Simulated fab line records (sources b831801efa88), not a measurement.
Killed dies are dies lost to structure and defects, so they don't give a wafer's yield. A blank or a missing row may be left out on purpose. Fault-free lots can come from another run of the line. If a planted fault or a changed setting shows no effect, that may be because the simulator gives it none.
fab line records	flow gf180mcu
record lots=24	wafers=72	last-day=35
route steps=602 shown M2@362 V2@408 V3@446 MIM@523 TOP_METAL@584 PASSIVATION@588
lots with no fault: from the same line, run without faults
start-h: hours from the record's opening day to when the first of the lot's shown wafers began	wait-h: how many hours have passed since the lot's step before this one	" unchanged from the row above	L1.1+2: one row covering several wafers at once	- either no value or no given start	* or withheld: withheld	< > ~ a bound
route shown NAME@n: a module of which the file shows steps, and the number in the route of the first	usual: mean/standard deviation of fault-free wafers	same: alike in all rows	chamber/n: place in a boat	sites: per-site readings	_std_site: the values' standard deviation	_edge_site: mean of outer sites minus mean of inner sites	radius-mm: how far each site lies from the wafer's centre	mask NAME#n: copy n	behind: tool/chamber where the wafer was last shaped	hold: reason for holding the lot/hours on hold/outcome of the hold	device: which transistor (n, p or np) failed to switch	end of line: tests of these same wafers at the route's end	a step given without rows: its recipe and nothing more	killed: not the wafer's yield, but the dies lost to structure and defects at the first sort	map: per-die view of a wafer (x killed, . not killed, _ where there is no die)
set.NAME: the setting as run; set.NAME@STEP: as run at that earlier step	model.NAME: the simulator's own value behind a step, which no gauge read
steps of the route over a sample of lots; a table a step, a row a wafer
services: when a tool's chamber went out of use (start-h, in hours from the record's first day, below 0 if earlier), for how many hours, and the reason
## steps
# step GF_M2_SPUTTER_00
# recipe material=Ti	target-thk-nm=37.5	arriving-ion-energy-ev=80	substrate-temp-c=200	chamber-pressure-pa=2	power-w=4000	time-s=150
# usual throttle-valve-pct=30.3/1.2
lot.wafer	tool	chamber	start-h	wait-h	throttle-valve-pct
L074.2	pvd-sputter-02	-	417.77	0.1	30.1
L074.4	"	-	"	"	29.9
L074.6	"	-	"	"	29.9
L075.1	pvd-sputter-03	-	441.56	0.2	31.0
L075.4	"	-	"	"	29.8
L075.6	"	-	"	"	29.0
L077.1	pvd-sputter-03	-	457.33	0.1	33.6
L077.4	"	-	"	"	30.3
L077.6	"	-	"	"	29.9
L076.1	pvd-sputter-04	-	462.28	0.2	28.9
L076.5	"	-	"	"	30.5
L076.6	"	-	"	"	28.9
L078.1	pvd-sputter-04	-	469.27	0.2	30.4
L078.3	"	-	"	"	30.8
L078.6	"	-	"	"	30.4
L079.1	pvd-sputter-04	-	474.53	0.2	29.0
L079.2	"	-	"	"	29.3
L079.4	"	-	"	"	30.3
L080.1	pvd-sputter-04	-	488.25	0.2	30.4
L080.2	"	-	"	"	29.9
L080.4	"	-	"	"	29.1
L082.1	pvd-sputter-02	-	511.55	0.2	30.2
L082.5	"	-	"	"	31.5
L082.6	"	-	"	"	30.1
L081.1	pvd-sputter-04	-	511.69	0.1	29.1
L081.3	"	-	"	"	30.7
L081.6	"	-	"	"	29.0
L084.2	pvd-sputter-02	-	513.80	0.2	31.4
L084.4	"	-	"	"	29.6
L084.6	"	-	"	"	31.6
L083.4	pvd-sputter-03	-	516.40	0.1	33.3
L083.5	"	-	"	"	33.4
L083.6	"	-	"	"	29.9
L085.1	pvd-sputter-04	-	521.07	0.1	30.2
L085.3	"	-	"	"	28.7
L085.6	"	-	"	"	30.7
L086.1	pvd-sputter-04	-	536.17	0.1	30.9
L086.3	"	-	"	"	29.5
L086.5	"	-	"	"	29.0
L087.2	pvd-sputter-04	-	539.85	0.2	29.8
L087.3	"	-	"	"	30.9
L087.6	"	-	"	"	30.4
L088.4	pvd-sputter-03	-	547.31	0.1	33.3
L088.5	"	-	"	"	33.2
L088.6	"	-	"	"	31.7
L089.1	pvd-sputter-04	-	557.94	0.4	29.3
L089.2	"	-	"	"	29.2
L089.3	"	-	"	"	30.5
L090.1	pvd-sputter-02	-	567.17	0.1	31.8
L090.2	"	-	"	"	29.7
L090.3	"	-	"	"	30.0
L091.1	pvd-sputter-04	-	568.03	0.2	28.9
L091.2	"	-	"	"	30.4
L091.6	"	-	"	"	29.1
L092.2	pvd-sputter-04	-	586.17	0.2	30.9
L092.3	"	-	"	"	28.9
L092.4	"	-	"	"	29.8
L093.2	pvd-sputter-02	-	589.37	0.2	29.5
L093.3	"	-	"	"	31.8
L093.6	"	-	"	"	30.2
L094.1	pvd-sputter-03	-	596.11	0.2	29.0
L094.5	"	-	"	"	29.1
L094.6	"	-	"	"	31.4
L095.3	pvd-sputter-03	-	606.49	0.1	31.5
L095.5	"	-	"	"	31.2
L095.6	"	-	"	"	29.0
L096.3	pvd-sputter-02	-	612.31	0.1	30.2
L096.4	"	-	"	"	31.5
L096.6	"	-	"	"	29.9
L097.2	pvd-sputter-03	-	617.17	0.1	29.0
L097.3	"	-	"	"	31.2
L097.6	"	-	"	"	29.0
# step GF_V2_CMP_26
# recipe stop-on=SiO2	down-force-psi=3.5	platen-rpm=60	t-overpolish-s=15	target-thk-nm=0	pad-velocity-m-s=0.94248
# usual motor-current-A=10.8/1	overpolish-run-s=15.000/0.0089	time-to-endpoint-s=84/3.6
lot.wafer	tool	chamber	start-h	wait-h	motor-current-A	overpolish-run-s	time-to-endpoint-s
L074.4	cmp-02	2	470.22	0.0	9.2	15.008	83
L074.2	"	1	"	"	12.1	14.993	74
L074.6	"	2	"	"	9.0	14.986	83
L075.4	cmp-01	1	494.01	0.0	10.9	15.000	87
L075.1	"	2	"	"	10.0	15.002	83
L075.6	"	1	"	"	11.8	15.000	88
L077.1	cmp-02	2	508.61	0.1	8.8	14.996	84
L077.4	"	3	"	"	10.3	15.008	84
L077.6	"	2	"	"	9.4	15.019	88
L076.1	cmp-01	0	513.35	0.1	9.9	15.001	85
L076.6	"	3	"	"	11.6	14.997	87
L076.5	"	0	"	"	10.1	15.003	86
L078.3	cmp-02	3	520.28	0.0	10.9	14.984	83
L078.1	"	2	"	"	9.3	15.008	84
L078.6	"	3	"	"	10.8	15.007	84
L079.2	cmp-01	2	524.13	0.0	10.0	14.996	82
L079.1	"	3	"	"	12.1	15.007	85
L079.4	"	0	"	"	10.4	14.995	87
L080.4	cmp-02	0	539.17	0.0	11.0	15.001	87
L080.1	"	1	"	"	11.4	14.996	83
L080.2	"	2	"	"	9.1	14.996	89
L082.1	cmp-02	2	559.17	0.1	9.1	15.024	87
L082.5	"	2	"	"	9.6	15.005	81
L082.6	"	3	"	"	11.0	15.016	84
L081.3	cmp-01	2	560.27	0.0	9.8	15.000	85
L081.1	"	3	"	"	12.7	15.012	85
L081.6	"	2	"	"	10.3	14.994	82
L084.4	cmp-01	0	564.03	0.1	10.3	15.005	87
L084.2	"	1	"	"	11.3	15.005	86
L084.6	"	2	"	"	10.5	15.005	83
L083.4	cmp-02	3	565.74	0.2	11.2	14.995	85
L083.6	"	1	"	"	11.4	14.993	80
L083.5	"	2	"	"	8.7	15.004	88
L085.1	cmp-01	2	569.66	0.1	9.7	15.000	77
L085.3	"	0	"	"	10.8	15.001	84
L085.6	"	2	"	"	10.0	14.995	78
L086.3	cmp-01	1	584.05	0.0	11.4	14.997	86
L086.1	"	2	"	"	9.8	14.991	83
L086.5	"	2	"	"	10.2	15.002	81
L087.3	cmp-01	1	588.06	0.0	11.9	14.979	80
L087.2	"	0	"	"	9.9	14.997	85
L087.6	"	1	"	"	10.7	14.993	83
L088.4	cmp-01	3	594.41	0.2	12.0	14.979	89
L088.6	"	0	"	"	10.6	14.997	90
L088.5	"	1	"	"	11.5	14.995	86
L089.3	cmp-01	3	604.94	0.0	12.3	14.988	86
L089.2	"	0	"	"	10.1	14.992	87
L089.1	"	2	"	"	9.8	14.990	80
L090.1	cmp-01	1	614.29	0.1	11.6	15.008	84
L090.2	"	2	"	"	9.5	14.994	86
L090.3	"	3	"	"	11.6	14.997	87
L091.1	cmp-02	3	614.81	0.1	11.0	15.004	86
L091.2	"	2	"	"	9.3	15.001	93
L091.6	"	0	"	"	11.3	15.009	88
L092.2	cmp-02	1	633.15	0.0	11.1	14.997	72
L092.4	"	2	"	"	9.4	15.006	83
L092.3	"	3	"	"	10.4	14.994	81
L093.2	cmp-01	3	636.23	0.0	12.3	14.999	84
L093.3	"	2	"	"	10.1	15.004	77
L093.6	"	3	"	"	12.2	15.002	83
L094.1	cmp-02	0	641.67	0.2	11.1	15.015	88
L094.5	"	1	"	"	11.2	15.000	81
L094.6	"	2	"	"	9.8	15.004	90
L095.3	cmp-02	2	651.57	0.1	9.7	15.019	85
L095.6	"	1	"	"	11.2	14.987	77
L095.5	"	2	"	"	9.1	14.998	83
L096.3	cmp-01	0	656.94	0.1	10.0	15.003	83
L096.4	"	1	"	"	11.2	14.992	79
L096.6	"	3	"	"	12.2	14.989	85
L097.3	cmp-02	3	661.48	0.0	11.2	15.003	87
L097.2	"	1	"	"	11.6	14.998	81
L097.6	"	3	"	"	10.6	15.000	87
# step GF_V3_ETCH_17
# recipe chemistry=C4F8/O2/Ar	mask-material=KrF	target=SiO2	stop-on=TiN	source-w=1500	bias-w=1200	pressure-mtorr=40	c4f8-flow-sccm=withheld	O2_flow_sccm=6	Ar_flow_sccm=300	time-s=withheld	target-depth-a=6350
# usual oes-product-au=0.856/0.005
lot.wafer	tool	chamber	start-h	wait-h	oes-product-au
L074.2	rie-diel-03	3	-	-	0.852
L074.4	"	0	"	"	0.861
L074.6	"	1	"	"	0.852
L075.1	rie-diel-04	0	-	-	0.845
L075.4	"	1	"	"	0.853
L075.6	"	0	"	"	0.849
L077.1	rie-diel-01	1	-	-	0.850
L077.4	"	2	"	"	0.856
L077.6	"	3	"	"	0.852
L076.1	rie-diel-03	0	-	-	0.861
L076.5	"	3	"	"	0.859
L076.6	"	0	"	"	0.852
L078.1	rie-diel-01	2	-	-	0.857
L078.3	"	3	"	"	0.851
L078.6	"	1	"	"	0.864
L079.1	rie-diel-03	1	-	-	0.854
L079.2	"	2	"	"	0.858
L079.4	"	1	"	"	0.857
L080.1	rie-diel-04	3	-	-	0.858
L080.2	"	2	"	"	0.856
L080.4	"	1	"	"	0.855
L082.1	rie-diel-04	0	-	-	0.858
L082.5	"	0	"	"	0.863
L082.6	"	1	"	"	0.856
L081.1	rie-diel-04	0	-	-	0.849
L081.3	"	2	"	"	0.850
L081.6	"	1	"	"	0.860
L084.2	rie-diel-03	0	-	-	0.861
L084.4	"	3	"	"	0.863
L084.6	"	2	"	"	0.856
L083.4	rie-diel-04	1	-	-	0.863
L083.5	"	1	"	"	0.851
L083.6	"	2	"	"	0.860
L085.1	rie-diel-03	0	-	-	0.865
L085.3	"	2	"	"	0.841
L085.6	"	0	"	"	0.850
L086.1	rie-diel-03	2	-	-	0.854
L086.3	"	1	"	"	0.856
L086.5	"	0	"	"	0.861
L087.2	rie-diel-01	0	-	-	0.854
L087.3	"	3	"	"	0.860
L087.6	"	3	"	"	0.854
L088.4	rie-diel-01	1	-	-	0.857
L088.5	"	1	"	"	0.862
L088.6	"	0	"	"	0.855
L089.1	rie-diel-01	2	-	-	0.861
L089.2	"	1	"	"	0.852
L089.3	"	0	"	"	0.857
L090.1	rie-diel-01	2	-	-	0.857
L090.2	"	1	"	"	0.857
L090.3	"	3	"	"	0.853
L091.1	rie-diel-03	0	-	-	0.859
L091.2	"	3	"	"	0.853
L091.6	"	0	"	"	0.851
L092.2	rie-diel-04	1	-	-	0.851
L092.3	"	2	"	"	0.863
L092.4	"	3	"	"	0.856
L093.2	rie-diel-01	3	-	-	0.855
L093.3	"	1	"	"	0.854
L093.6	"	0	"	"	0.861
L094.1	rie-diel-01	3	-	-	0.857
L094.5	"	3	"	"	0.856
L094.6	"	0	"	"	0.865
L095.3	rie-diel-03	0	-	-	0.856
L095.5	"	2	"	"	0.852
L095.6	"	3	"	"	0.852
L096.3	rie-diel-04	0	-	-	0.853
L096.4	"	3	"	"	0.854
L096.6	"	0	"	"	0.861
L097.2	rie-diel-03	2	-	-	0.855
L097.3	"	1	"	"	0.858
L097.6	"	0	"	"	0.857
# step GF_MIM_STRIP_20
# recipe chemistry=O2/N2	power-w=1400	pressure-mtorr=1500	platen-temp-c=250	o2-flow-sccm=3000	n2-flow-sccm=300	overash-fraction=0.5
# usual drypump-motor-current-A=5.7/0.37	heater-power-w=335/31	oes-product-au=0.692/0.0049	platen-temp-c=249.99/0.17	strip-time-to-endpoint-s=11.22/0.049
lot.wafer	tool	chamber	start-h	wait-h	drypump-motor-current-A	heater-power-w	oes-product-au	platen-temp-c	rf-hours-counter-h	strip-time-to-endpoint-s
L074.2	plasma-asher-02	0	593.50	0.0	5.5	334	0.690	249.79	45	11.20
L074.4	"	0	"	"	5.6	331	0.686	249.78	-	11.25
L074.6	"	1	"	"	5.9	325	0.686	249.90	-	11.27
L075.1	plasma-asher-02	0	614.62	0.0	5.6	326	0.687	249.85	47	11.27
L075.4	"	1	"	"	5.9	322	0.687	250.11	-	11.24
L075.6	"	0	"	"	5.6	326	0.698	249.92	-	11.25
L077.1	plasma-asher-01	1	626.74	0.1	5.7	358	0.690	249.66	20	11.28
L077.4	"	1	"	"	5.7	360	0.693	249.87	-	11.24
L077.6	"	1	"	"	5.7	363	0.694	249.83	-	11.27
L076.1	plasma-asher-02	0	633.17	0.0	5.5	323	0.698	249.73	49	11.18
L076.5	"	1	"	"	5.9	326	0.687	249.91	-	11.18
L076.6	"	0	"	"	5.6	333	0.688	249.90	-	11.23
L078.1	plasma-asher-01	1	637.72	0.0	5.8	358	0.692	250.07	21	11.23
L078.3	"	0	"	"	5.9	315	0.691	249.96	-	11.27
L078.6	"	0	"	"	5.9	309	0.693	249.77	-	11.24
L079.1	plasma-asher-02	1	643.34	0.1	5.9	324	0.693	250.28	50	11.25
L079.2	"	0	"	"	5.6	322	0.696	249.77	50	11.21
L079.4	"	0	"	"	5.5	324	0.686	249.60	-	11.27
L080.1	plasma-asher-01	1	656.37	0.0	5.7	365	0.696	250.27	23	11.18
L080.2	"	0	"	"	5.9	309	0.695	250.12	23	11.22
L080.4	"	0	"	"	5.9	313	0.690	250.29	-	11.17
L082.1	plasma-asher-03	0	672.60	0.0	6.0	405	0.700	249.94	110	11.27
L082.5	"	1	"	"	4.8	302	0.689	249.56	-	11.28
L082.6	"	0	"	"	6.0	402	0.695	250.07	-	11.20
L081.1	plasma-asher-02	0	673.97	0.0	5.6	322	0.686	249.74	53	11.11
L081.3	"	1	"	"	5.9	328	0.688	250.07	-	11.14
L081.6	"	0	"	"	5.6	335	0.690	249.90	-	11.22
L084.2	plasma-asher-02	1	677.92	0.0	5.9	329	0.687	249.99	54	11.15
L084.4	"	1	"	"	5.9	328	0.697	250.01	-	11.14
L084.6	"	0	"	"	5.6	320	0.691	249.97	-	11.18
L083.4	plasma-asher-03	1	678.60	0.1	4.8	300	0.689	250.11	-	11.21
L083.5	"	0	"	"	5.9	395	0.697	249.91	-	11.14
L083.6	"	1	"	"	4.8	297	0.693	250.10	-	11.20
L085.1	plasma-asher-01	1	682.07	0.0	5.7	351	0.695	250.00	25	11.28
L085.3	"	0	"	"	5.9	319	0.688	249.83	-	11.23
L085.6	"	1	"	"	5.7	355	0.677	249.70	-	11.14
L086.1	plasma-asher-03	1	693.90	0.0	4.8	298	0.688	250.09	113	11.17
L086.3	"	0	"	"	6.0	408	0.693	250.24	-	11.14
L086.5	"	1	"	"	4.8	296	0.687	250.02	-	11.18
L087.2	plasma-asher-02	1	699.42	0.0	5.9	331	0.692	250.16	56	11.18
L087.3	"	0	"	"	5.6	323	0.702	249.99	-	11.20
L087.6	"	0	"	"	5.6	321	0.692	249.98	-	11.20
L088.4	plasma-asher-02	1	704.85	0.1	5.9	327	0.685	249.70	-	11.25
L088.5	"	1	"	"	5.9	329	0.689	249.91	-	11.27
L088.6	"	0	"	"	5.6	324	0.684	250.02	-	11.20
L089.1	plasma-asher-03	1	711.67	0.0	4.9	307	0.695	249.95	115	11.26
L089.2	"	0	"	"	6.0	410	0.686	250.02	115	11.20
L089.3	"	0	"	"	5.9	398	0.692	249.64	-	11.29
L090.1	plasma-asher-02	1	722.07	0.0	5.9	330	0.693	249.84	59	11.16
L090.2	"	0	"	"	5.6	320	0.688	249.84	59	11.27
L090.3	"	0	"	"	5.6	325	0.702	250.07	-	11.29
L091.1	plasma-asher-01	0	723.42	0.0	5.9	314	0.690	250.07	29	11.22
L091.2	"	1	"	"	5.7	355	0.696	249.98	29	11.16
L091.6	"	1	"	"	5.7	353	0.689	249.98	-	11.20
L092.2	plasma-asher-02	0	738.22	0.0	5.5	329	0.694	249.77	61	11.30
L092.3	"	0	"	"	5.5	323	0.691	250.03	-	11.28
L092.4	"	1	"	"	5.9	323	0.696	250.26	-	11.23
L093.2	plasma-asher-01	1	739.85	0.0	5.7	357	0.693	250.01	31	11.24
L093.3	"	0	"	"	5.9	317	0.689	249.86	-	11.27
L093.6	"	0	"	"	5.9	300	0.699	249.97	-	11.23
L094.1	plasma-asher-03	0	744.17	0.0	5.9	394	0.687	250.13	0	11.26
L094.5	"	0	"	"	5.9	391	0.694	250.17	-	11.22
L094.6	"	1	"	"	4.8	307	0.703	250.02	-	11.26
L095.3	plasma-asher-02	1	750.52	0.1	5.9	328	0.693	250.03	-	11.26
L095.5	"	1	"	"	5.9	329	0.697	250.11	-	11.26
L095.6	"	0	"	"	5.5	327	0.698	250.19	-	11.28
L096.3	plasma-asher-03	0	756.36	0.1	6.0	388	0.688	249.99	-	11.18
L096.4	"	1	"	"	4.8	300	0.689	250.32	-	11.24
L096.6	"	1	"	"	4.8	301	0.693	249.93	-	11.23
L097.2	plasma-asher-03	1	761.80	0.1	4.8	300	0.688	250.18	2	11.20
L097.3	"	0	"	"	6.0	392	0.686	250.15	-	11.26
L097.6	"	1	"	"	4.8	306	0.693	250.12	-	11.16
# step GF_TOP_METAL_STRIP_17
# recipe chemistry=O2/N2	power-w=1400	pressure-mtorr=1500	platen-temp-c=250	o2-flow-sccm=3000	n2-flow-sccm=300	overash-fraction=0.5
# usual drypump-motor-current-A=5.5/0.36	heater-power-w=346/31	oes-product-au=0.711/0.0045	platen-temp-c=250.00/0.19	strip-time-to-endpoint-s=12.88/0.079
lot.wafer	tool	chamber	start-h	wait-h	drypump-motor-current-A	heater-power-w	oes-product-au	platen-temp-c	rf-hours-counter-h	strip-time-to-endpoint-s
L074.2	plasma-asher-03	0	660.85	0.1	6.0	401	0.709	249.74	109	12.84
L074.4	"	1	"	"	4.9	296	0.710	250.27	-	12.93
L074.6	"	0	"	"	6.0	407	0.704	250.02	-	12.84
L075.1	plasma-asher-04	1	680.00	0.1	5.6	391	0.715	250.14	88	12.96
L075.4	"	1	"	"	5.5	387	0.713	249.81	-	12.87
L075.6	"	0	"	"	5.1	346	0.719	249.69	-	12.92
L077.1	plasma-asher-03	0	690.65	0.1	6.0	391	0.715	250.07	112	12.96
L077.4	"	1	"	"	4.8	305	0.709	250.08	-	12.98
L077.6	"	1	"	"	4.9	289	0.716	249.76	-	13.01
L076.1	plasma-asher-04	0	697.28	0.1	5.1	342	0.713	250.00	90	12.95
L076.5	"	0	"	"	5.1	351	0.714	250.30	-	13.06
L076.6	"	1	"	"	5.6	394	0.711	250.22	-	12.82
L078.1	plasma-asher-04	1	701.68	0.1	5.6	391	0.708	250.09	91	12.84
L078.3	"	1	"	"	5.6	377	0.705	249.97	-	12.89
L078.6	"	1	"	"	5.5	391	0.706	250.23	-	12.79
L079.1	plasma-asher-02	0	706.18	0.1	5.6	325	0.713	250.11	57	12.91
L079.2	"	1	"	"	5.9	333	0.710	250.44	57	12.90
L079.4	"	1	"	"	5.8	328	0.714	250.47	-	12.95
L080.1	plasma-asher-02	0	718.15	0.1	5.5	324	0.714	249.83	58	12.94
L080.2	"	1	"	"	5.9	314	0.716	249.95	58	12.80
L080.4	"	1	"	"	5.9	329	0.714	249.67	-	12.80
L082.1	plasma-asher-02	0	732.65	0.1	5.5	318	0.709	249.94	60	12.97
L082.5	"	1	"	"	5.9	331	0.706	250.16	-	12.83
L082.6	"	0	"	"	5.6	319	0.712	250.02	-	12.95
L081.1	plasma-asher-04	1	734.20	0.1	5.6	380	0.709	249.89	95	12.90
L081.3	"	1	"	"	5.6	379	0.705	249.70	-	12.87
L081.6	"	1	"	"	5.6	386	0.704	249.94	-	12.82
L084.2	plasma-asher-02	0	736.48	0.1	5.6	328	0.715	250.19	60	12.80
L084.4	"	0	"	"	5.6	325	0.714	249.96	-	12.82
L084.6	"	0	"	"	5.6	323	0.710	250.25	-	12.82
L083.4	plasma-asher-02	0	738.83	0.1	5.6	326	0.709	249.84	-	12.79
L083.5	"	0	"	"	5.6	322	0.703	250.03	-	12.79
L083.6	"	1	"	"	5.9	330	0.714	249.97	-	12.91
L085.1	plasma-asher-04	1	742.20	0.1	5.6	392	0.714	250.01	96	12.81
L085.3	"	1	"	"	5.6	386	0.708	249.99	-	12.81
L085.6	"	0	"	"	5.1	356	0.712	250.34	-	12.98
L086.1	plasma-asher-03	1	751.20	0.1	4.9	301	0.714	249.56	1	13.01
L086.3	"	1	"	"	4.8	301	0.711	249.76	-	12.94
L086.5	"	0	"	"	6.0	396	0.707	250.08	-	13.01
L087.2	plasma-asher-04	0	758.65	0.3	5.1	346	0.711	249.84	98	13.09
L087.3	"	0	"	"	5.1	361	0.707	249.73	-	12.99
L087.6	"	1	"	"	5.6	386	0.710	250.16	-	12.97
L088.4	plasma-asher-04	1	762.31	0.1	5.6	378	0.715	250.08	-	12.85
L088.5	"	0	"	"	5.1	353	0.711	250.37	-	12.81
L088.6	"	1	"	"	5.6	391	0.707	249.76	-	12.85
L089.1	plasma-asher-04	0	768.83	0.1	5.1	361	0.716	249.86	99	12.87
L089.2	"	1	"	"	5.7	388	0.707	249.98	99	12.99
L089.3	"	0	"	"	5.1	353	0.714	250.02	-	13.07
L090.1	plasma-asher-02	1	778.33	0.1	5.9	338	0.713	249.95	65	12.79
L090.2	"	0	"	"	5.6	330	0.713	250.24	65	12.82
L090.3	"	0	"	"	5.5	310	0.709	249.92	-	12.88
L091.1	plasma-asher-02	0	778.98	0.1	5.5	322	0.707	249.96	65	12.78
L091.2	"	1	"	"	5.9	326	0.710	249.99	65	12.90
L091.6	"	0	"	"	5.6	312	0.710	249.84	-	12.87
L092.2	plasma-asher-02	0	792.45	0.1	5.6	329	0.713	250.04	66	12.69
L092.3	"	0	"	"	5.6	333	0.712	250.14	-	12.74
L092.4	"	1	"	"	5.9	323	0.709	250.24	-	12.89
L093.2	plasma-asher-03	1	794.93	0.1	4.8	303	0.713	250.06	5	12.92
L093.3	"	0	"	"	6.0	394	0.716	249.63	-	12.78
L093.6	"	0	"	"	6.0	396	0.707	249.70	-	12.84
L094.1	plasma-asher-02	0	798.40	0.1	5.6	326	0.707	250.09	67	12.79
L094.5	"	1	"	"	5.9	320	0.710	249.95	-	12.95
L094.6	"	0	"	"	5.5	329	0.714	249.77	-	12.90
L095.3	plasma-asher-02	0	802.48	0.1	5.5	328	0.705	250.32	-	12.93
L095.5	"	1	"	"	5.9	327	0.715	249.79	-	12.87
L095.6	"	0	"	"	5.6	327	0.706	250.05	-	12.90
L096.3	plasma-asher-04	1	808.19	0.1	5.6	390	0.711	249.95	-	12.75
L096.4	"	0	"	"	5.1	356	0.708	250.18	-	12.91
L096.6	"	1	"	"	5.7	386	0.714	250.23	-	12.73
L097.2	plasma-asher-02	1	813.20	0.1	5.9	326	0.718	249.80	69	12.93
L097.3	"	1	"	"	5.9	336	0.714	249.90	-	12.78
L097.6	"	1	"	"	5.9	322	0.712	250.15	-	12.89
# step GF_PASSIVATION_THK_MEAS_01
# recipe reads=SiO2_of_PASSIVATION_CVD_00
# usual PASSIVATION_CVD_00_THK=1001/13
lot.wafer	tool	chamber	start-h	wait-h	PASSIVATION_CVD_00_THK[nm]
L074.2	film-metro-03	-	661.48	0.0	989
L074.4	"	-	"	"	1000
L074.6	"	-	"	"	1011
L075.1	film-metro-03	-	680.65	0.0	987
L075.4	"	-	"	"	1001
L075.6	"	-	"	"	988
L077.1	film-metro-04	-	691.31	0.0	990
L077.4	"	-	"	"	995
L077.6	"	-	"	"	988
L076.1	film-metro-01	-	697.89	0.0	979
L076.5	"	-	"	"	989
L076.6	"	-	"	"	999
L078.1	film-metro-01	-	702.29	0.0	973
L078.3	"	-	"	"	993
L078.6	"	-	"	"	996
L079.1	film-metro-03	-	706.79	0.0	996
L079.2	"	-	"	"	982
L079.4	"	-	"	"	1021
L080.1	film-metro-04	-	718.79	0.0	1002
L080.2	"	-	"	"	998
L080.4	"	-	"	"	1014
L082.1	film-metro-01	-	733.33	0.0	980
L082.5	"	-	"	"	997
L082.6	"	-	"	"	1015
L081.1	film-metro-03	-	734.88	0.0	995
L081.3	"	-	"	"	981
L081.6	"	-	"	"	1005
L084.2	film-metro-03	-	737.11	0.0	1002
L084.4	"	-	"	"	1018
L084.6	"	-	"	"	1007
L083.4	film-metro-01	-	739.46	0.0	1008
L083.5	"	-	"	"	990
L083.6	"	-	"	"	1001
L085.1	film-metro-03	-	742.84	0.0	981
L085.3	"	-	"	"	997
L085.6	"	-	"	"	1009
L086.1	film-metro-03	-	751.82	0.0	1001
L086.3	"	-	"	"	1004
L086.5	"	-	"	"	1016
L087.2	film-metro-03	-	759.30	0.0	1001
L087.3	"	-	"	"	1016
L087.6	"	-	"	"	1018
L088.4	film-metro-01	-	762.93	0.0	1024
L088.5	"	-	"	"	1019
L088.6	"	-	"	"	1024
L089.1	film-metro-01	-	769.44	0.0	996
L089.2	"	-	"	"	1000
L089.3	"	-	"	"	984
L090.1	film-metro-04	-	778.94	0.0	998
L090.2	"	-	"	"	1007
L090.3	"	-	"	"	995
L091.1	film-metro-04	-	779.59	0.0	995
L091.2	"	-	"	"	985
L091.6	"	-	"	"	1021
L092.2	film-metro-04	-	793.07	0.0	1001
L092.3	"	-	"	"	997
L092.4	"	-	"	"	1012
L093.2	film-metro-03	-	795.89	0.0	998
L093.3	"	-	"	"	1002
L093.6	"	-	"	"	1014
L094.1	film-metro-03	-	799.12	0.0	993
L094.5	"	-	"	"	1012
L094.6	"	-	"	"	1012
L095.3	film-metro-01	-	803.49	0.1	981
L095.5	"	-	"	"	1009
L095.6	"	-	"	"	998
L096.3	film-metro-04	-	808.78	0.1	979
L096.4	"	-	"	"	998
L096.6	"	-	"	"	1007
L097.2	film-metro-04	-	813.83	0.0	997
L097.3	"	-	"	"	998
L097.6	"	-	"	"	1015
## services
tool	chamber	start-h	hours	kind
cmp-02	-	399.30	5.5	pm
cmp-01	-	404.06	4.0	pm
cmp-02	-	408.60	16.6	pm
cmp-02	-	434.67	2.4	repair
cmp-02	-	437.03	5.2	pm
cmp-02	-	453.23	1.5	repair
cmp-01	-	462.37	14.8	pm
plasma-asher-03	-	476.98	0.5	repair
cmp-02	-	497.76	0.6	repair
plasma-asher-02	-	503.16	0.6	repair
cmp-02	-	548.17	0.2	repair
plasma-asher-02	-	557.85	31.1	repair
plasma-asher-02	-	577.76	2.8	repair
cmp-01	-	617.16	5.6	pm
cmp-01	-	624.26	1.0	repair
cmp-01	-	640.85	1.5	repair
cmp-01	-	658.71	1.3	repair
cmp-01	-	741.18	3.4	repair
cmp-01	-	744.62	4.0	pm
cmp-01	-	747.91	6.4	repair
cmp-01	-	755.32	4.8	pm
cmp-01	-	775.18	0.7	repair
plasma-asher-02	-	785.57	4.3	pm
cmp-01	-	788.36	3.3	repair
## key
fault none
